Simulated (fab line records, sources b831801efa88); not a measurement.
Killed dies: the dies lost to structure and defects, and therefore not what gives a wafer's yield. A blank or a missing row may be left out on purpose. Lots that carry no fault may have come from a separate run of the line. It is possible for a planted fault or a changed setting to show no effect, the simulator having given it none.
fab line records	flow sky130
record: lots: 6	wafers: 18	lastDay: 50
route steps=708 shown PWDE@55 NWELL@56 VT_ADJUST_HVTP@85 PAD_OPEN@708
lots untouched by any fault: they come from a run of this same line in which no faults occurred
startH: hours from the record's opening day to when the first of the lot's shown wafers began	waitH: hours elapsed since this lot's preceding step	" repeats the value in the row above	L1.1+2: a row that stands for several wafers	- either no value or no given start	* or withheld: withheld	< > ~ a bound
route shown NAME@n: a module of which the file shows steps, and the number in the route of the first	usual: the fault-free wafers' mean and standard deviation	same: alike in all rows	chamber/n: place in a boat	sites: the reading at each site	_std_site: the values' standard deviation	_edge_site: outer sites' mean less inner sites'	radiusMm: how far each site lies from the wafer's centre	mask NAME#n: copy n	behind: the most recent tool/chamber to have shaped the wafer	hold: why the lot was held/for how many hours/how that ended	device: the transistor (n, p or np) that didn't switch	end of line: tests run on the same wafers once the route is complete	a step with no rows: only its recipe	killed: dies lost to structure and defects at the first sort, not the wafer's yield	map: dies across one wafer; x = killed, . = not, _ = none there
set.NAME: the run value of the setting; set.NAME@STEP: its run value at that earlier step	model.NAME: the simulator's own value behind a step, which no gauge read
lots seen at some steps along the route; tables by step, rows by wafer
services: the hour from which a tool's chamber was out of use, counted from the record's first day as startH (under 0 if before that day), plus the number of hours and why
== steps ==
step: SKY_PWDE_TW_MEAS_10
usual: PWDE_TW: 376/3.3
lot.wafer	tool	chamber	startH	waitH	PWDE_TW
L785.1	filmMetro-03	-	82.19	0.1	375
L785.2	"	-	"	"	375
L785.4	"	-	"	"	375
L790.3	filmMetro-02	-	102.02	0.1	380
L790.5	"	-	"	"	383
L790.6	"	-	"	"	380
L791.3	filmMetro-04	-	107.68	0.1	373
L791.4	"	-	"	"	376
L791.6	"	-	"	"	373
L801.1	filmMetro-04	-	163.05	0.1	374
L801.4	"	-	"	"	373
L801.6	"	-	"	"	375
L803.1	filmMetro-02	-	178.39	0.1	380
L803.2	"	-	"	"	378
L803.5	"	-	"	"	379
L807.1	filmMetro-02	-	196.71	0.1	380
L807.2	"	-	"	"	380
L807.4	"	-	"	"	380
step: SKY_NWELL_DEHYDRATE_03
recipe: tempC: 200	timeS: 60
step: SKY_NWELL_HMDS_04
recipe: primeTimeS: 60	primeTempC: 120
step: SKY_NWELL_COAT_05
recipe: spinRpm: 2000	resistThkNm: 3000
step: SKY_NWELL_SOFTBAKE_06
recipe: tempC: 110	timeS: withheld
step: SKY_NWELL_EXPOSE_07
recipe: maskId: NWM	na: 0.6	sourceShape: conventional	sigmaOuter: 0.6	polarization: unpolarized	targetCdNm: 840	doseMj: 255
step: SKY_NWELL_PEB_08
recipe: tempC: 115	timeS: withheld
step: SKY_NWELL_DEVELOP_09
recipe: wallAngleDeg: 90	developer: TMAH	developTimeS: 60	devTempC: 23
step: SKY_NWELL_OVL_MEAS_10
usual: NWELL_00_OVL: 0.3/1.2
lot.wafer	tool	chamber	startH	waitH	NWELL_00_OVL[nm]
L785.1	overlay-01	-	98.94	-	-0.4
L785.2	"	-	"	"	-0.8
L785.4	"	-	"	"	-0.9
L790.3	overlay-01	-	118.91	-	-0.2
L790.5	"	-	"	"	1.7
L790.6	"	-	"	"	0.0
L791.3	overlay-01	-	124.76	-	-2.3
L791.4	"	-	"	"	-1.7
L791.6	"	-	"	"	1.8
L801.1	overlay-01	-	183.47	-	0.0
L801.4	"	-	"	"	-1.1
L801.6	"	-	"	"	-0.2
L803.1	overlay-02	-	199.02	-	-0.1
L803.2	"	-	"	"	-0.1
L803.5	"	-	"	"	1.5
L807.1	overlay-02	-	218.54	-	2.0
L807.2	"	-	"	"	1.1
L807.4	"	-	"	"	1.1
step: SKY_NWELL_IMPLANT_11
recipe: species: P	energyKev: 400	doseCm2: 1.9e+13	tiltDeg: withheld
step: SKY_NWELL_IMPLANT_12
recipe: species: P	energyKev: 120	doseCm2: 1.3e+12	tiltDeg: withheld
step: SKY_NWELL_IMPLANT_13
recipe: species: P	energyKev: 50	doseCm2: 7e+11	tiltDeg: withheld
step: SKY_NWELL_STRIP_14
recipe: chemistry: O2/N2	powerW: 1400	pressureMtorr: 1500	platenTempC: withheld	o2FlowSccm: 3000	n2FlowSccm: 300	overashFraction: 0.5
usual: drypumpMotorCurrentA: 6.0/0.62	n2FlowSccm: 300.0/0.93	oesProductAu: 0.722/0.0044	stripTimeToEndpointS: 36.89/0.089
lot.wafer	tool	chamber	startH	waitH	drypumpMotorCurrentA	n2FlowSccm	oesProductAu	rfHoursCounterH	stripTimeToEndpointS
L785.1	plasmaAsher-02	0	99.43	0.1	6.6	300.2	0.722	42	37.01
L785.2	"	1	"	"	4.9	300.0	0.727	42	36.87
L785.4	"	0	"	"	6.5	301.6	0.725	-	36.92
L790.3	plasmaAsher-02	1	119.41	0.1	4.9	300.6	0.726	-	36.81
L790.5	"	0	"	"	6.6	299.7	0.728	-	36.78
L790.6	"	1	"	"	4.9	300.4	0.721	-	36.84
L791.3	plasmaAsher-02	0	125.26	0.1	6.5	300.2	0.728	-	36.97
L791.4	"	1	"	"	4.9	299.7	0.719	-	36.95
L791.6	"	1	"	"	4.8	300.1	0.722	-	36.97
L801.1	plasmaAsher-03	1	183.96	0.1	6.3	301.2	0.721	39	36.77
L801.4	"	0	"	"	6.0	298.2	0.728	-	36.84
L801.6	"	1	"	"	6.3	302.1	0.725	-	36.81
L803.1	plasmaAsher-03	1	199.51	0.1	6.3	298.1	0.730	40	36.89
L803.2	"	0	"	"	6.1	299.8	0.720	40	36.90
L803.5	"	0	"	"	6.1	299.4	0.724	-	36.71
L807.1	plasmaAsher-04	0	219.03	0.1	6.4	299.6	0.724	50	36.84
L807.2	"	1	"	"	6.5	301.0	0.718	50	36.83
L807.4	"	1	"	"	6.4	300.1	0.724	-	36.83
step: SKY_NWELL_TW_MEAS_15
usual: NWELL_TW: 1826/14
lot.wafer	tool	chamber	startH	waitH	NWELL_TW
L785.1	filmMetro-03	-	99.53	0.1	1824
L785.2	"	-	"	"	1826
L785.4	"	-	"	"	1829
L790.3	filmMetro-04	-	119.50	0.1	1826
L790.5	"	-	"	"	1817
L790.6	"	-	"	"	1815
L791.3	filmMetro-02	-	125.35	0.1	1857
L791.4	"	-	"	"	1845
L791.6	"	-	"	"	1846
L801.1	filmMetro-02	-	184.06	0.1	1855
L801.4	"	-	"	"	1848
L801.6	"	-	"	"	1842
L803.1	filmMetro-03	-	199.61	0.1	1818
L803.2	"	-	"	"	1821
L803.5	"	-	"	"	1824
L807.1	filmMetro-04	-	219.13	0.1	1817
L807.2	"	-	"	"	1821
L807.4	"	-	"	"	1821
step: SKY_NWELL_DEHYDRATE_16
recipe: tempC: 200	timeS: 60
step: SKY_NWELL_HMDS_17
recipe: primeTimeS: 60	primeTempC: 120
step: SKY_NWELL_COAT_18
recipe: spinRpm: 2000	resistThkNm: 3000
step: SKY_NWELL_SOFTBAKE_19
recipe: tempC: 110	timeS: withheld
step: SKY_NWELL_EXPOSE_20
recipe: maskId: NWM_COMPLEMENT	na: 0.6	sourceShape: conventional	sigmaOuter: 0.6	polarization: unpolarized	targetCdNm: 840	doseMj: 260
step: SKY_NWELL_PEB_21
recipe: tempC: 115	timeS: withheld
step: SKY_NWELL_DEVELOP_22
recipe: wallAngleDeg: 90	developer: TMAH	developTimeS: 60	devTempC: 23
step: SKY_NWELL_OVL_MEAS_23
usual: NWELL_01_OVL: -1.4/1.2
lot.wafer	tool	chamber	startH	waitH	NWELL_01_OVL[nm]
L785.1	overlay-02	-	116.79	-	-2.7
L785.2	"	-	"	"	-1.5
L785.4	"	-	"	"	-0.1
L790.3	overlay-02	-	138.46	-	-1.0
L790.5	"	-	"	"	-1.1
L790.6	"	-	"	"	-0.2
L791.3	overlay-02	-	144.06	-	-2.4
L791.4	"	-	"	"	-2.3
L791.6	"	-	"	"	-0.5
L801.1	overlay-02	-	205.92	-	-1.7
L801.4	"	-	"	"	-2.2
L801.6	"	-	"	"	-0.7
L803.1	overlay-02	-	221.39	-	-2.3
L803.2	"	-	"	"	-2.5
L803.5	"	-	"	"	-1.4
L807.1	overlay-01	-	241.86	-	-1.6
L807.2	"	-	"	"	-1.9
L807.4	"	-	"	"	-1.2
step: SKY_NWELL_IMPLANT_24
recipe: species: B	energyKev: 140	doseCm2: 9.2e+12	tiltDeg: withheld
step: SKY_NWELL_STRIP_25
recipe: chemistry: O2/N2	powerW: 1400	pressureMtorr: 1500	platenTempC: withheld	o2FlowSccm: 3000	n2FlowSccm: 300	overashFraction: 0.5
usual: drypumpMotorCurrentA: 6.1/0.58	n2FlowSccm: 300.0/0.87	oesProductAu: 0.722/0.0046	stripTimeToEndpointS: 36.91/0.12
lot.wafer	tool	chamber	startH	waitH	drypumpMotorCurrentA	n2FlowSccm	oesProductAu	rfHoursCounterH	stripTimeToEndpointS
L785.1	plasmaAsher-03	1	116.98	0.1	6.3	300.8	0.727	32	36.88
L785.2	"	0	"	"	6.1	300.6	0.722	32	36.87
L785.4	"	1	"	"	6.3	300.1	0.731	-	36.97
L790.3	plasmaAsher-04	0	138.66	0.1	6.5	298.2	0.727	-	36.79
L790.5	"	0	"	"	6.5	299.9	0.721	-	37.03
L790.6	"	1	"	"	6.4	301.8	0.722	-	36.97
L791.3	plasmaAsher-02	0	144.26	0.1	6.6	299.3	0.725	-	37.02
L791.4	"	1	"	"	4.9	300.6	0.722	-	36.95
L791.6	"	1	"	"	4.9	300.4	0.721	-	37.02
L801.1	plasmaAsher-04	1	206.11	0.1	6.4	299.3	0.718	48	36.81
L801.4	"	1	"	"	6.5	300.4	0.715	-	36.81
L801.6	"	0	"	"	6.4	300.1	0.726	-	36.85
L803.1	plasmaAsher-04	1	221.58	0.1	6.5	299.6	0.722	50	36.79
L803.2	"	0	"	"	6.5	302.0	0.717	50	36.75
L803.5	"	0	"	"	6.5	299.9	0.715	-	36.80
L807.1	plasmaAsher-04	1	242.04	0.1	6.5	300.3	0.725	52	36.85
L807.2	"	0	"	"	6.4	299.9	0.723	52	36.99
L807.4	"	0	"	"	6.4	300.3	0.726	-	37.03
step: SKY_NWELL_TW_MEAS_26
usual: NWELL_2_TW: 499/4.8
lot.wafer	tool	chamber	startH	waitH	NWELL_2_TW
L785.1	filmMetro-02	-	117.08	0.1	507
L785.2	"	-	"	"	508
L785.4	"	-	"	"	507
L790.3	filmMetro-04	-	138.75	0.1	494
L790.5	"	-	"	"	495
L790.6	"	-	"	"	496
L791.3	filmMetro-03	-	144.35	0.1	498
L791.4	"	-	"	"	497
L791.6	"	-	"	"	502
L801.1	filmMetro-02	-	206.21	0.1	507
L801.4	"	-	"	"	504
L801.6	"	-	"	"	504
L803.1	filmMetro-02	-	221.68	0.1	505
L803.2	"	-	"	"	504
L803.5	"	-	"	"	507
L807.1	filmMetro-03	-	242.14	0.1	499
L807.2	"	-	"	"	494
L807.4	"	-	"	"	497
step: SKY_NWELL_CLEAN_27
recipe: chemistry: SC1/SC2	mix: 1:4:20	tempC: 70	timeS: 150	dry: n2Spin
step: SKY_NWELL_RTA_28
recipe: tempC: 1050	timeS: 30	idleTempC: 650	rampUpCPerS: 150	rampDownCPerS: 90	ambient: N2
usual: chamberO2Ppm: 2.003/0.021	lampPowerPct: 25.30/0.053	rampDownCPerS: 90.002/0.019	wafer_temp_C_max: 1054.9/0.96
same: timeS: 30
lot.wafer	tool	chamber	startH	waitH	chamberO2Ppm	lampPowerPct	rampDownCPerS	wafer_temp_C_max
L785.1	rtpAnneal-01	0	117.19	0.0	1.989	25.16	90.001	1056.7
L785.2	"	0	"	"	2.012	25.24	90.018	1055.0
L785.4	"	0	"	"	2.021	25.35	89.981	1054.6
L790.3	rtpAnneal-01	0	138.87	0.0	1.994	25.34	89.966	1054.4
L790.5	"	0	"	"	2.019	25.30	89.980	1053.7
L790.6	"	0	"	"	2.015	25.33	90.019	1056.5
L791.3	rtpAnneal-01	0	144.47	0.0	2.023	25.37	90.019	1055.5
L791.4	"	0	"	"	2.039	25.35	89.981	1054.1
L791.6	"	0	"	"	1.998	25.30	90.025	1053.9
L801.1	rtpAnneal-02	0	206.32	0.0	2.005	25.31	89.973	1056.5
L801.4	"	0	"	"	1.970	25.36	90.014	1055.9
L801.6	"	0	"	"	1.983	25.29	89.996	1055.7
L803.1	rtpAnneal-01	0	221.82	0.0	1.989	25.34	89.988	1056.4
L803.2	"	0	"	"	2.012	25.33	90.007	1055.6
L803.5	"	0	"	"	1.996	25.27	90.002	1056.1
L807.1	rtpAnneal-02	0	242.25	0.0	2.033	25.30	89.996	1055.0
L807.2	"	0	"	"	2.040	25.30	90.030	1053.1
L807.4	"	0	"	"	2.039	25.26	89.990	1053.6
step: SKY_NWELL_RS_MEAS_29
recipe: thkMeasGauge: four-point-probe
usual: NWELL_RS: 624.6/1.5
lot.wafer	tool	chamber	startH	waitH	NWELL_RS[ohm/sq]
L785.1	filmMetro-04	-	117.29	0.1	623.8
L785.2	"	-	"	"	625.5
L785.4	"	-	"	"	623.4
L790.3	filmMetro-03	-	138.98	0.1	624.6
L790.5	"	-	"	"	626.4
L790.6	"	-	"	"	625.8
L791.3	filmMetro-04	-	144.58	0.1	626.5
L791.4	"	-	"	"	625.9
L791.6	"	-	"	"	626.4
L801.1	filmMetro-02	-	206.42	0.1	625.0
L801.4	"	-	"	"	622.9
L801.6	"	-	"	"	624.3
L803.1	filmMetro-04	-	221.92	0.1	624.7
L803.2	"	-	"	"	626.2
L803.5	"	-	"	"	623.5
L807.1	filmMetro-04	-	242.35	0.1	626.1
L807.2	"	-	"	"	625.5
L807.4	"	-	"	"	625.1
step: SKY_NWELL_RS_MEAS_31
recipe: thkMeasGauge: four-point-probe
usual: PWDE_RS: 5280/16
lot.wafer	tool	chamber	startH	waitH	PWDE_RS[ohm/sq]
L785.1	filmMetro-04	-	117.53	0.1	5276
L785.2	"	-	"	"	5293
L785.4	"	-	"	"	5268
L790.3	filmMetro-03	-	139.22	0.1	5293
L790.5	"	-	"	"	5284
L790.6	"	-	"	"	5276
L791.3	filmMetro-04	-	144.82	0.1	5257
L791.4	"	-	"	"	5267
L791.6	"	-	"	"	5255
L801.1	filmMetro-02	-	206.66	0.1	5282
L801.4	"	-	"	"	5263
L801.6	"	-	"	"	5269
L803.1	filmMetro-04	-	222.16	0.1	5280
L803.2	"	-	"	"	5271
L803.5	"	-	"	"	5275
L807.1	filmMetro-04	-	242.59	0.1	5249
L807.2	"	-	"	"	5250
L807.4	"	-	"	"	5244
step: SKY_VT_ADJUST_HVTP_DEHYDRATE_00
recipe: tempC: 200	timeS: 60
step: SKY_VT_ADJUST_HVTP_HMDS_01
recipe: primeTimeS: 60	primeTempC: 120
step: SKY_VT_ADJUST_HVTP_COAT_02
recipe: resist: NOVOLAK	spinRpm: 3000	resistThkNm: 1140
step: SKY_VT_ADJUST_HVTP_SOFTBAKE_03
recipe: tempC: 90	timeS: 60	resist: NOVOLAK
step: SKY_VT_ADJUST_HVTP_EXPOSE_04
recipe: maskId: HVTPM	na: 0.6	sourceShape: conventional	sigmaOuter: 0.6	polarization: unpolarized	targetCdNm: 380	doseMj: 140
step: SKY_VT_ADJUST_HVTP_PEB_05
recipe: tempC: withheld	timeS: *	resist: NOVOLAK
step: SKY_VT_ADJUST_HVTP_DEVELOP_06
recipe: resist: NOVOLAK	developer: TMAH	developTimeS: 60	devTempC: 23
step: SKY_VT_ADJUST_HVTP_CD_MEAS_07
recipe: targetCdNm: 380
usual: cdNm: 380.0/2.3
lot.wafer	tool	chamber	startH	waitH	cdNm
L785.1	cdSem-01	-	135.06	0.1	378.4
L785.2	"	-	"	"	379.1
L785.4	"	-	"	"	380.6
L790.3	cdSem-02	-	158.10	0.1	382.8
L790.5	"	-	"	"	381.4
L790.6	"	-	"	"	381.0
L791.3	cdSem-02	-	164.13	0.1	379.3
L791.4	"	-	"	"	376.4
L791.6	"	-	"	"	377.6
L801.1	cdSem-01	-	228.79	0.1	380.4
L801.4	"	-	"	"	379.4
L801.6	"	-	"	"	378.9
L803.1	cdSem-02	-	245.31	0.1	379.5
L803.2	"	-	"	"	382.7
L803.5	"	-	"	"	382.9
L807.1	cdSem-02	-	266.94	0.1	384.1
L807.2	"	-	"	"	381.5
L807.4	"	-	"	"	384.5
step: SKY_VT_ADJUST_HVTP_OVL_MEAS_08
usual: VT_ADJUST_HVTP_OVL: -0.9/1.2
lot.wafer	tool	chamber	startH	waitH	VT_ADJUST_HVTP_OVL[nm]
L785.1	overlay-01	-	135.18	0.1	-0.3
L785.2	"	-	"	"	-1.5
L785.4	"	-	"	"	-0.4
L790.3	overlay-02	-	158.19	0.1	-1.0
L790.5	"	-	"	"	-1.2
L790.6	"	-	"	"	-0.2
L791.3	overlay-01	-	164.23	0.1	-0.6
L791.4	"	-	"	"	0.9
L791.6	"	-	"	"	0.2
L801.1	overlay-02	-	228.91	0.1	-2.2
L801.4	"	-	"	"	-1.4
L801.6	"	-	"	"	-2.6
L803.1	overlay-01	-	245.43	0.1	-0.8
L803.2	"	-	"	"	-1.5
L803.5	"	-	"	"	-0.7
L807.1	overlay-02	-	267.06	0.1	-1.4
L807.2	"	-	"	"	-0.1
L807.4	"	-	"	"	0.4
step: SKY_VT_ADJUST_HVTP_IMPLANT_09
recipe: species: As	energyKev: 150	doseCm2: 4.3e+12	tiltDeg: withheld
step: SKY_VT_ADJUST_HVTP_STRIP_10
recipe: chemistry: O2/N2	powerW: 1400	pressureMtorr: 1500	platenTempC: withheld	o2FlowSccm: 3000	n2FlowSccm: 300	overashFraction: 0.5
usual: drypumpMotorCurrentA: 6.18/0.28	n2FlowSccm: 299.9/0.91	oesProductAu: 0.716/0.0046	stripTimeToEndpointS: 14.19/0.035
lot.wafer	tool	chamber	startH	waitH	drypumpMotorCurrentA	n2FlowSccm	oesProductAu	rfHoursCounterH	stripTimeToEndpointS
L785.1	plasmaAsher-04	1	135.37	0.1	6.38	300.4	0.708	42	14.23
L785.2	"	0	"	"	6.42	298.8	0.710	42	14.16
L785.4	"	1	"	"	6.37	300.6	0.716	-	14.22
L790.3	plasmaAsher-04	0	158.40	0.1	6.45	300.7	0.720	-	14.18
L790.5	"	0	"	"	6.46	299.8	0.718	-	14.24
L790.6	"	1	"	"	6.42	301.4	0.717	-	14.19
L791.3	plasmaAsher-01	0	164.43	0.1	5.87	300.7	0.713	-	14.14
L791.4	"	1	"	"	5.71	298.8	0.716	-	14.17
L791.6	"	1	"	"	5.74	299.5	0.718	-	14.11
L801.1	plasmaAsher-01	0	229.10	0.1	5.87	299.3	0.724	56	14.20
L801.4	"	1	"	"	5.69	301.0	0.717	-	14.19
L801.6	"	0	"	"	5.88	299.2	0.710	-	14.26
L803.1	plasmaAsher-01	0	245.61	0.1	5.87	300.0	0.720	58	14.15
L803.2	"	1	"	"	5.71	300.1	0.718	58	14.19
L803.5	"	1	"	"	5.72	300.1	0.719	-	14.16
L807.1	plasmaAsher-04	1	267.25	0.1	6.46	300.0	0.715	55	14.23
L807.2	"	0	"	"	6.44	300.2	0.712	55	14.23
L807.4	"	0	"	"	6.45	300.7	0.713	-	14.17
step: SKY_VT_ADJUST_HVTP_TW_MEAS_11
usual: VT_ADJUST_HVTP_TW: 1370/11
lot.wafer	tool	chamber	startH	waitH	VT_ADJUST_HVTP_TW
L785.1	filmMetro-01	-	135.47	0.1	1373
L785.2	"	-	"	"	1363
L785.4	"	-	"	"	1360
L790.3	filmMetro-04	-	158.48	0.1	1353
L790.5	"	-	"	"	1361
L790.6	"	-	"	"	1348
L791.3	filmMetro-04	-	164.52	0.1	1350
L791.4	"	-	"	"	1362
L791.6	"	-	"	"	1363
L801.1	filmMetro-01	-	229.20	0.1	1374
L801.4	"	-	"	"	1373
L801.6	"	-	"	"	1368
L803.1	filmMetro-01	-	245.71	0.1	1371
L803.2	"	-	"	"	1374
L803.5	"	-	"	"	1374
L807.1	filmMetro-02	-	267.35	0.1	1381
L807.2	"	-	"	"	1372
L807.4	"	-	"	"	1380
step: SKY_PAD_OPEN_PROBE_99
usual: killed_at_M0_to_M3: 43/7.6	killed_at_M4_up: 2.9/1.7	killedAtContacts: 24/5.5	killedAtFrontEnd: 15/4.2	killedAtOther: 0.3/0.52	killedDies: 86/9.4	killedOpen: 47/7	killedShort: 39/6.4
same: grossDies: 492	killedAtBackSide: 0
lot.wafer	tool	chamber	startH	waitH	killed_at_M0_to_M3	killed_at_M4_up	killedAtContacts	killedAtFrontEnd	killedAtOther	killedDies	killedOpen	killedShort
L790.3	prober-02	-	1114.99	0.2	39	3	27	61	0	130	49	32
L790.5	prober-02	-	1115.09	0.2	32	1	23	33	0	89	38	30
L790.6	prober-02	-	1115.14	0.2	38	3	17	58	0	116	31	40
L791.3	prober-01	-	1121.08	0.2	44	4	16	40	1	105	38	42
L791.4	prober-01	-	1121.13	0.2	48	0	14	60	0	122	46	26
L791.6	prober-01	-	1121.23	0.2	34	3	18	59	0	114	30	33
L803.1	prober-01	-	1185.35	0.1	41	3	28	28	1	101	53	48
L803.2	prober-01	-	1185.40	0.1	59	4	23	19	0	105	58	45
L803.5	prober-01	-	1185.55	0.2	45	3	20	16	0	84	46	38
killed by level:class
L790.3 NWELL:unspecified=46 CONTACT:geometricParticle:open=10 VIA1:geometricParticle:open=9 VIA2:geometricParticle:open=8 LI_CONTACT:geometricParticle:open=7 LI_CONTACT:geometricParticle:short=4 METAL2:geometricParticle:short=4 VIA3:geometricParticle:short=4
L790.5 NWELL:unspecified=21 CONTACT:geometricParticle:open=9 VIA1:geometricParticle:open=8 LI_CONTACT:geometricParticle:open=7 METAL2:geometricParticle:short=4 VIA1:geometricParticle:short=4 POLY_GATE:geometricParticle:open=3 SPACER:geometricParticle:short=3
L790.6 NWELL:unspecified=43 VIA1:geometricParticle:open=7 LI_CONTACT:geometricParticle:short=6 CONTACT:geometricParticle:open=5 METAL2:geometricParticle:short=5 POLY_GATE:geometricParticle:short=4 METAL1:geometricParticle:short=4 METAL2:geometricParticle:open=4
L791.3 NWELL:unspecified=24 VIA1:geometricParticle:open=8 VIA3:geometricParticle:open=8 CONTACT:geometricParticle:short=6 METAL1:geometricParticle:short=6 VIA1:geometricParticle:short=6 VIA2:geometricParticle:open=6 FIELD_ISO:geometricParticle:short=5
L791.4 NWELL:unspecified=50 VIA1:geometricParticle:open=15 VIA3:geometricParticle:open=8 VIA2:geometricParticle:open=7 METAL3:geometricParticle:short=5 CONTACT:geometricParticle:short=4 CONTACT:geometricParticle:open=4 LI_CONTACT:geometricParticle:open=3
L791.6 NWELL:unspecified=51 CONTACT:geometricParticle:open=7 METAL1:geometricParticle:short=6 METAL2:geometricParticle:short=6 VIA1:geometricParticle:open=6 CONTACT:geometricParticle:short=5 FIELD_ISO:geometricParticle:short=3 LI_CONTACT:geometricParticle:open=3
L803.1 POLY_GATE:geometricParticle:short=10 VIA1:geometricParticle:open=10 CONTACT:geometricParticle:open=9 LI_CONTACT:geometricParticle:open=8 VIA2:geometricParticle:short=6 POLY_GATE:geometricParticle:open=6 FIELD_ISO:geometricParticle:short=5 LOCAL_INTERCONNECT:geometricParticle:short=5
L803.2 VIA1:geometricParticle:open=19 VIA3:geometricParticle:open=13 LOCAL_INTERCONNECT:geometricParticle:short=8 VIA1:geometricParticle:short=8 VIA2:geometricParticle:open=6 FIELD_ISO:geometricParticle:open=5 METAL1:geometricParticle:short=5 LI_CONTACT:geometricParticle:open=4
L803.5 VIA1:geometricParticle:open=10 METAL1:geometricParticle:short=7 VIA1:geometricParticle:short=7 VIA3:geometricParticle:open=7 POLY_GATE:geometricParticle:open=6 CONTACT:geometricParticle:open=6 VIA2:geometricParticle:open=5 LOCAL_INTERCONNECT:geometricParticle:short=4
map L790.3 (x killed, . not)
__________..xxxx.xxx_________
________...xxxxx......_______
______..x.xxxxxxxxx....._____
_____....xxxxxxxxxx..x...____
____....xxxxxxxxxx...xx...___
___..x.....xxxxxx..........__
__x......xx.xxxx......x.x.x._
_..xx......xx.x..xx..x.....x.
_.x...x..x...xx..x......x....
_x...................x......x
_...x.....x...x.x...........x
_.x....x.x.............x.x..x
_..........x...xx..........x.
_....x.....x.................
_xx.....x.....x..x...x..x.xx.
__..x..x...x.........x.....x_
___....xxxx.x........x.....__
____............x...x.....___
_____....x...xx.xx....x..____
______.................._____
________x....x.x......_______
__________x........._________
map L791.4 (x killed, . not)
__________xx.xxx.x.._________
________x.xxxxxxxxx.x._______
______x...xxxxxxx..xx.x._____
_____....xxxxxxxxx..x....____
____...x..xxxxxxxx..x.....___
___........xxxxxx....x.....__
__..x.....xxxxxxx..........._
_..x..........x...xx...x.....
_........x.....x..x..........
_.x........x........x..x.xxx.
_....xx............x.....x...
_x.......x...........x.......
_x.x.....x..x.x..xx.xx..x....
_..x.............x..x........
_...............x.....x.....x
__x......x........x.xx.x...._
___.x.x........xx.x..x.....__
____.xxx..................___
_____......x.....xx..x...____
______.....x..........x._____
________.............._______
__________.........._________
== services ==
tool	chamber	startH	hours	kind
plasmaAsher-04	-	93.58	14.6	pm
plasmaAsher-01	-	95.47	3.2	repair
plasmaAsher-02	-	108.75	9.0	pm
plasmaAsher-02	0	108.75	9.0	ventCycle
plasmaAsher-02	1	108.75	9.0	ventCycle
plasmaAsher-02	0	117.75	-	clean
plasmaAsher-02	1	117.75	-	clean
plasmaAsher-02	-	146.40	5.3	repair
plasmaAsher-04	-	202.63	2.8	pm
plasmaAsher-02	-	232.91	1.6	repair
plasmaAsher-02	-	235.55	0.8	repair
plasmaAsher-02	-	256.78	2.8	pm
== key ==
firstSign: step: SKY_PAD_OPEN_PROBE_99	reading: killedAtFrontEnd	direction: up	sigmas: 8.7	usual: 15	struck: 52
effect: step: SKY_PAD_OPEN_PROBE_99	reading: killedDies	direction: up	sigmas: 2.8	usual: 86	struck: 113	wafersMoved: 5
metAt SKY_NWELL_STRIP_14
struckWafers L790.3,L790.5,L790.6,L791.3,L791.4,L791.6
testerLeftOut L790,L791
onsetBetween 99.43 119.41
fault: kind: chamberParticleSource	tool: plasmaAsher-02	chamber: -	onsetH: 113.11	steps: SKY_NWELL_STRIP_14	ratePerVisitCm2: 0.69641	endH: 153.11
testerLeftOut: of these lots the tester's yield and bins aren't shown, on N5 and GAA mostly nor the transistor test; their killed dies are dies lost to structure and defects alone, not to doping, threshold or leakage, so they don't give the yield
